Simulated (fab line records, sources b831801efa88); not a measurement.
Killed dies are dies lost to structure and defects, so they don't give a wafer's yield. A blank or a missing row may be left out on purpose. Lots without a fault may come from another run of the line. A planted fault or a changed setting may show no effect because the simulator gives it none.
Which tool did it? | flow sky130 | 14 lots, 42 wafers sampled, at 1 step of a route of 708

WHAT THE GAUGES READ, wafer by wafer
SKY_VIA3_THK_MEAS_01. Usual: VIA3_HDPCVD_THK 1558 nm, standard deviation 22.
lot  | measured     | on            | VIA3_HDPCVD_THK (nm) | flag
L347 | day 38 19:46 | film_metro-02 | 1577 1579 1566       |
L349 | day 39 12:10 | film_metro-02 | 1555 1541 1559       |
L350 | day 39 20:17 | film_metro-02 | 1558 1565 1565       |
L351 | day 39 22:41 | film_metro-02 | 1586 1588 1559       |
L353 | day 40 20:01 | film_metro-03 | 1522 1550 1562       |
L354 | day 41 00:23 | film_metro-02 | 1531 1530 1544       |
L360 | day 43 02:07 | film_metro-02 | 1542 1542 1565       |
L363 | day 43 16:01 | film_metro-02 | 1565 1575 1550       |
L364 | day 43 19:08 | film_metro-01 | 1570 1581 1554       |
L365 | day 44 01:07 | film_metro-02 | 1567 1552 1577       |
L366 | day 44 07:04 | film_metro-03 | 1558 1565 1567       |
L367 | day 44 13:38 | film_metro-01 | 1550 1591 1576       |
L368 | day 44 18:17 | film_metro-02 | 1559 1517 1554       |
L369 | day 44 23:53 | film_metro-01 | 1549 1565 1547       |

WHICH TOOL RAN EACH LOT (tool, then ch and the chambers of the sampled wafers, then the start)
The record holds no process step before these readings.

WHAT THE TOOLS THEMSELVES READ (means of the sampled wafers that have a number; where no wafer has one, the mark that the record gives instead)
The record holds no such reading with a usual standard deviation.

THE ANSWER, worked out from the rows above alone
Rule: a lot is off if the mean of its wafers that have a number lies more than 3 standard deviations from the usual mean. A lot without any number at a reading at which 4 lots or more have one is off too. The other lots that the step has rows for count as sound. The gauges are gone through in route order, then the tools' own readings, and for those a lot's mean is taken as printed above. The first step at which some lot is off is used, and at that step the reading that is off furthest; a lot without a number counts as furthest.
No lot is off at any reading shown: from this, nothing can be told.

WHAT THE SIMULATOR HAD PUT IN
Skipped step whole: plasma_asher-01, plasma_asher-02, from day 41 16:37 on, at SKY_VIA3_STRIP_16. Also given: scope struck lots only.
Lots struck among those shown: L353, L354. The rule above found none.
